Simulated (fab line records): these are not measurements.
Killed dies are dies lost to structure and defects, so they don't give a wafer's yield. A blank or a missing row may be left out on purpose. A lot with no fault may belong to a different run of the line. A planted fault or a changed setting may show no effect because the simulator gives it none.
Which tool did it? | flow gf180mcu | 12 lots, 36 wafers sampled, at 4 steps of a route of 602

== WHAT THE GAUGES SHOWED, per wafer ==
GF_MVPSD_TW_MEAS_11.
lot  | measured     | on            | MVPSD_TW
L306 | day 5 10:58  | film_metro-04 | 567 562 564
L307 | day 5 18:02  | film_metro-01 | 537 537 537
L309 | day 6 04:19  | film_metro-02 | 556 556 557
L311 | day 6 12:59  | film_metro-04 | 564 565 562
L312 | day 6 18:20  | film_metro-04 | 564 567 562
L314 | day 7 13:56  | film_metro-01 | 534 538 536
L318 | day 8 10:23  | film_metro-01 | 534 535 538
L319 | day 8 15:14  | film_metro-01 | 535 538 537
L320 | day 8 17:28  | film_metro-02 | 555 560 560
L323 | day 9 10:55  | film_metro-01 | 538 535 536
L324 | day 9 18:32  | film_metro-02 | 556 550 550
L327 | day 10 12:23 | film_metro-01 | 538 539 539

GF_VT_IMPLANT_TW_MEAS_32.
lot  | measured     | on            | VT_IMPLANT_3_TW
L306 | day 7 08:31  | film_metro-04 | 274.2 272.7 274.2
L307 | day 7 16:25  | film_metro-04 | 271.6 274.1 273.7
L309 | day 8 02:34  | film_metro-02 | 268.4 271.5 270.4
L311 | day 8 12:39  | film_metro-04 | 273.7 273.3 275.8
L312 | day 8 18:13  | film_metro-02 | 271.1 271.3 270.2
L314 | day 9 15:40  | film_metro-02 | 268.6 268.5 266.9
L318 | day 10 14:39 | film_metro-02 | 268.8 268.9 269.1
L319 | day 10 20:19 | film_metro-02 | 271.3 270.7 271.3
L320 | day 10 22:20 | film_metro-02 | 269.0 270.0 270.6
L323 | day 11 18:16 | film_metro-02 | 270.6 270.8 271.0
L324 | day 12 02:32 | film_metro-03 | 252.1 254.4 254.4 252.8 253.3 252.9
L327 | day 12 23:16 | film_metro-03 | 252.3 253.5 254.3 253.5 254.0 253.7

== WHAT TOOL EACH LOT RAN ON (gives the tool, then ch and the chambers of the sampled wafers, and finally the start) ==
lot  | GF_STI_CMP_25                | GF_VT_IMPLANT_IMPLANT_30
L306 | cmp-01 ch 0,1,3, day 2 10:35 | implanter-04 ch 0, day 7 08:16
L307 | cmp-02 ch 1,2,3, day 2 18:51 | implanter-01 ch 0, day 7 16:11
L309 | cmp-02 ch 1,2,3, day 3 02:58 | implanter-04 ch 0, day 8 02:19
L311 | cmp-02 ch 0,1,2, day 3 12:10 | implanter-04 ch 0, day 8 12:24
L312 | cmp-01 ch 0,1,3, day 3 16:08 | implanter-02 ch 0, day 8 17:59
L314 | cmp-01 ch 0,1,3, day 4 08:17 | implanter-02 ch 0, day 9 15:25
L318 | cmp-01 ch 0,3, day 5 03:52   | implanter-01 ch 0, day 10 14:24
L319 | cmp-01 ch 0,1, day 5 06:50   | implanter-01 ch 0, day 10 20:06
L320 | cmp-01 ch 0,1, day 5 09:02   | implanter-01 ch 0, day 10 22:05
L323 | cmp-01 ch 0,1,2, day 5 23:35 | implanter-01 ch 0, day 11 18:01
L324 | cmp-02 ch 2,3, day 6 05:18   | implanter-04 ch 0, day 12 02:17
L327 | cmp-02 ch 0,1,3, day 6 21:29 | implanter-04 ch 0, day 12 23:01
- GF_STI_CMP_25: polishes, stops on Si3N4, t overpolish 33 s, target thk 524.6 nm.
- GF_VT_IMPLANT_IMPLANT_30

== AS READ BY THE TOOLS THEMSELVES (means over the sampled wafers that have a number; for cases with no such wafer, the mark the record gives instead) ==
GF_STI_CMP_25.
lot  | tool   | motor_current_A (A) | overpolish_run_s (s) | time_to_endpoint_s (s)
L306 | cmp-01 | 11.0                | 33.006               | 130
L307 | cmp-02 | 11.5                | 32.999               | 122
L309 | cmp-02 | 11.5                | 32.995               | 124
L311 | cmp-02 | 11.5                | 33.009               | 124
L312 | cmp-01 | 11.1                | 33.006               | 132
L314 | cmp-01 | 11.1                | 33.007               | 124
L318 | cmp-01 | 11.0                | 33.007               | 120
L319 | cmp-01 | 11.6                | 32.997               | 118
L320 | cmp-01 | 11.3                | 32.996               | 122
L323 | cmp-01 | 11.1                | 33.005               | 117
L324 | cmp-02 | 11.6                | 33.010               | 126
L327 | cmp-02 | 11.8                | 33.001               | 124

GF_VT_IMPLANT_IMPLANT_30.
lot  | tool         | dose_ions_cm2 | faraday_current_uA
L306 | implanter-04 | 2.533e+12     | 14.11
L307 | implanter-01 | 2.530e+12     | 14.20
L309 | implanter-04 | 2.537e+12     | 14.19
L311 | implanter-04 | 2.537e+12     | 14.31
L312 | implanter-02 | 2.537e+12     | 14.37
L314 | implanter-02 | 2.532e+12     | 14.42
L318 | implanter-01 | 2.536e+12     | 14.10
L319 | implanter-01 | 2.534e+12     | 14.39
L320 | implanter-01 | 2.537e+12     | 14.22
L323 | implanter-01 | 2.535e+12     | 14.30
L324 | implanter-04 | 2.024e+12     | 11.34
L327 | implanter-04 | 2.020e+12     | 11.25

== THE ANSWER, worked out from the rows above alone ==
Rule: the lots themselves supply what counts as usual. The widest of any qualifying gaps counts: lots, ordered by their means at a reading, are off when they make up no more than a third of the lots, leave a main group of 4 or more, and stand apart from it by 3 or more times the standard deviation of that group's means. If all means in a main group match to the digits the tables above print for the reading, that group is not used. A lot without any number at a reading at which 4 lots or more have one is off too. Where the step has rows for the other lots, those lots are counted as sound. The gauges are gone through in route order, then the tools' own readings, and for those a lot's mean is taken as printed above. At the first step where some lot is off, the reading lying furthest off is the one used; lots without a number count as furthest.
Off: L324, L327, at GF_VT_IMPLANT_TW_MEAS_32 (VT_IMPLANT_3_TW). For the main group the mean is 271.1 and the standard deviation 1.9.
If a tool, at a process step before that reading, ran all the lots that are off and no sound lot after the first of them, it fits. Not tried: the gauges at GF_VT_IMPLANT_TW_MEAS_32; whatever is off there is also off at GF_VT_IMPLANT_IMPLANT_30, on other tools, and gauge error can't account for it. Undecided on this evidence; 2 tools fit (cmp-02 at GF_STI_CMP_25, implanter-04 at GF_VT_IMPLANT_IMPLANT_30).

== WHAT WAS PUT IN BY THE SIMULATOR ==
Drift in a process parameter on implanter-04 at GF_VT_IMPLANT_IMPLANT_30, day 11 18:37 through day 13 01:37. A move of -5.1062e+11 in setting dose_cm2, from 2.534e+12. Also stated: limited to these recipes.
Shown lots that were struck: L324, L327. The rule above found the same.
